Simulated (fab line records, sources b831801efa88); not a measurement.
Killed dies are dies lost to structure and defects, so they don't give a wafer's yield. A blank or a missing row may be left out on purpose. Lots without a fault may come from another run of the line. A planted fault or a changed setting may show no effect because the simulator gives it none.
Which tool did it? | flow sky130 | 13 lots, 39 wafers sampled, at 2 steps of a route of 708

WHAT THE GAUGES READ, wafer by wafer
SKY_LI_CONTACT_THK_MEAS_23: measures by xrf.
lot  | measured     | on            | LI_CONTACT_W_THK (nm)
L591 | day 29 06:53 | film_metro-03 | 401 402 404
L594 | day 30 12:29 | film_metro-01 | 394 392 393
L596 | day 31 02:44 | film_metro-03 | 404 400 405
L597 | day 31 16:10 | film_metro-02 | 404 399 401
L598 | day 32 03:02 | film_metro-03 | 394 398 398
L600 | day 32 10:16 | film_metro-03 | 383 395 389
L602 | day 33 01:19 | film_metro-03 | 400 405 398
L603 | day 33 08:54 | film_metro-01 | 394 392 394
L605 | day 34 00:17 | film_metro-01 | 400 397 402
L607 | day 35 00:46 | film_metro-03 | 400 399 400
L608 | day 35 00:49 | film_metro-02 | 411 409 408
L609 | day 35 02:01 | film_metro-01 | 396 399 400
L614 | day 37 04:48 | film_metro-02 | 407 411 413

SKY_LOCAL_INTERCONNECT_RS_MEAS_01: measures by four-point-probe.
lot  | measured     | on            | LOCAL_INTERCONNECT_TIN_RS (ohm/sq)
L591 | day 29 07:19 | film_metro-04 | 14.01 13.98 14.04
L594 | day 30 12:55 | film_metro-03 | 13.84 13.89 13.78
L596 | day 31 03:09 | film_metro-03 | 14.45 14.29 14.27
L597 | day 31 16:43 | film_metro-04 | 14.04 13.89 13.94
L598 | day 32 04:31 | film_metro-02 | 14.08 13.84 14.06
L600 | day 32 10:42 | film_metro-03 | 14.12 13.89 14.05
L602 | day 33 01:44 | film_metro-02 | 14.28 14.46 14.28
L603 | day 33 09:20 | film_metro-04 | 13.85 13.89 13.85
L605 | day 34 00:43 | film_metro-04 | 14.19 14.00 14.22
L607 | day 35 01:13 | film_metro-03 | 13.81 13.61 13.75
L608 | day 35 01:28 | film_metro-02 | 14.23 14.38 14.31
L609 | day 35 02:43 | film_metro-03 | 14.12 13.94 14.20
L614 | day 37 05:14 | film_metro-04 | 13.79 13.93 13.90

WHICH TOOL RAN EACH LOT (tool, then ch and the chambers of the sampled wafers, then the start)
The record holds no process step before these readings.

WHAT THE TOOLS THEMSELVES READ (means of the sampled wafers that have a number; where no wafer has one, the mark that the record gives instead)
The record holds no such reading with a usual standard deviation.

THE ANSWER, worked out from the rows above alone
Rule: what is usual is taken from the lots themselves. Put in order of their means at a reading, lots are off if they are a third of the lots or fewer, leave a main group of 4 or more, and stand apart from it by a gap of 3 or more times the standard deviation of the main group's means; of several such gaps the widest counts. A main group whose means are all the same, to the digits that the tables above print for the reading, isn't used. A lot without any number at a reading at which 4 lots or more have one is off too. The other lots that the step has rows for count as sound. The gauges are gone through in route order, then the tools' own readings, and for those a lot's mean is taken as printed above. The first step at which some lot is off is used, and at that step the reading that is off furthest; a lot without a number counts as furthest.
No lot is off at any reading shown: from this, nothing can be told.

WHAT THE SIMULATOR HAD PUT IN
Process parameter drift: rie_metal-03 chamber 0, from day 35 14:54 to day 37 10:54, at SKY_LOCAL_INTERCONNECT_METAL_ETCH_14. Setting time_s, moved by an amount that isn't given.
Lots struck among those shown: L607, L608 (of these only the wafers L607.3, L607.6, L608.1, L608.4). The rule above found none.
